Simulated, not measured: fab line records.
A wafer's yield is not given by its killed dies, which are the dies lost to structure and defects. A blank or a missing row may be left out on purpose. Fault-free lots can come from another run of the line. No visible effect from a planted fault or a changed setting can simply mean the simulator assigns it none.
Chamber matching :: flow sky130 :: SKY_VIA1_ETCH_15 on rie_diel-03: 4 sister chambers
The step etches SiO2 in C4F8/O2/Ar, stops on TiN, target depth 351 nm, time 54 s. 18 wafers are shown with their chamber, then 9 later ones without.

WAFERS PAIRED WITH THEIR CHAMBERS
wafer: L075.2
chamber: 3
oes_product_au (a.u.): 0.978

wafer: L075.3
chamber: 2
oes_product_au (a.u.): 0.984

wafer: L075.4
chamber: 1
oes_product_au (a.u.): 0.978

wafer: L079.2
chamber: 1
oes_product_au (a.u.): 0.982

wafer: L079.4
chamber: 3
oes_product_au (a.u.): 0.975

wafer: L079.5
chamber: 1
oes_product_au (a.u.): 0.982

wafer: L081.1
chamber: 3
oes_product_au (a.u.): 0.971

wafer: L081.2
chamber: 1
oes_product_au (a.u.): 0.980

wafer: L081.3
chamber: 0
oes_product_au (a.u.): 0.965

wafer: L081.4
chamber: 0
oes_product_au (a.u.): 0.978

wafer: L081.5
chamber: 3
oes_product_au (a.u.): 0.975

wafer: L081.6
chamber: 1
oes_product_au (a.u.): 0.985

wafer: L084.1
chamber: 3
oes_product_au (a.u.): 0.985

wafer: L084.3
chamber: 1
oes_product_au (a.u.): 0.985

wafer: L084.5
chamber: 0
oes_product_au (a.u.): 0.984

wafer: L087.1
chamber: 3
oes_product_au (a.u.): 0.978

wafer: L087.3
chamber: 0
oes_product_au (a.u.): 0.975

wafer: L087.6
chamber: 0
oes_product_au (a.u.): 0.991

SIGNATURES (means of the wafers above)
reading: oes_product_au
chamber 0: 0.97860
chamber 1: 0.98200
chamber 2: 0.98400
chamber 3: 0.97700
scatter within a chamber: 0.00615
Rule: a wafer's distance from a chamber is the root of the sum, over the readings, of the square of ((its reading less the chamber's mean) divided by the reading's scatter). The wafer belongs to the nearest chamber; if the next one is less than 2 further off, it can't be placed. The scatter is the square root of a quotient: the sum, over the shown wafers, of each reading's squared deviation from its chamber's mean, divided by wafers minus chambers.

WAFERS WITHOUT THEIR CHAMBER
wafer: L088.2
oes_product_au (a.u.): 0.982

wafer: L088.3
oes_product_au (a.u.): 0.980

wafer: L088.4
oes_product_au (a.u.): 0.981

wafer: L089.2
oes_product_au (a.u.): 0.979

wafer: L089.5
oes_product_au (a.u.): 0.991

wafer: L089.6
oes_product_au (a.u.): 0.981

wafer: L097.2
oes_product_au (a.u.): 0.986

wafer: L097.3
oes_product_au (a.u.): 0.983

wafer: L097.4
oes_product_au (a.u.): 0.976

CHAMBER TAKEN BY EACH
wafer: L088.2
from the rows above: can't be placed: 1 or 2 or 0 or 3
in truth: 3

wafer: L088.3
from the rows above: can't be placed: 0 or 1 or 3 or 2
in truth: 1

wafer: L088.4
from the rows above: can't be placed: 1 or 0 or 2 or 3
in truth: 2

wafer: L089.2
from the rows above: can't be placed: 0 or 3 or 1 or 2
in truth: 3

wafer: L089.5
from the rows above: can't be placed: 2 or 1 or 0 or 3
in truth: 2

wafer: L089.6
from the rows above: can't be placed: 1 or 0 or 2 or 3
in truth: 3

wafer: L097.2
from the rows above: can't be placed: 2 or 1 or 0 or 3
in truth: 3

wafer: L097.3
from the rows above: can't be placed: 1 or 2 or 0 or 3
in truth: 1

wafer: L097.4
from the rows above: can't be placed: 3 or 0 or 1 or 2
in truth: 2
0 of 9 placed correctly. Cannot be placed on the basis of these rows: 9; the candidates contain the true chamber in 9. Number placed wrongly: 0.
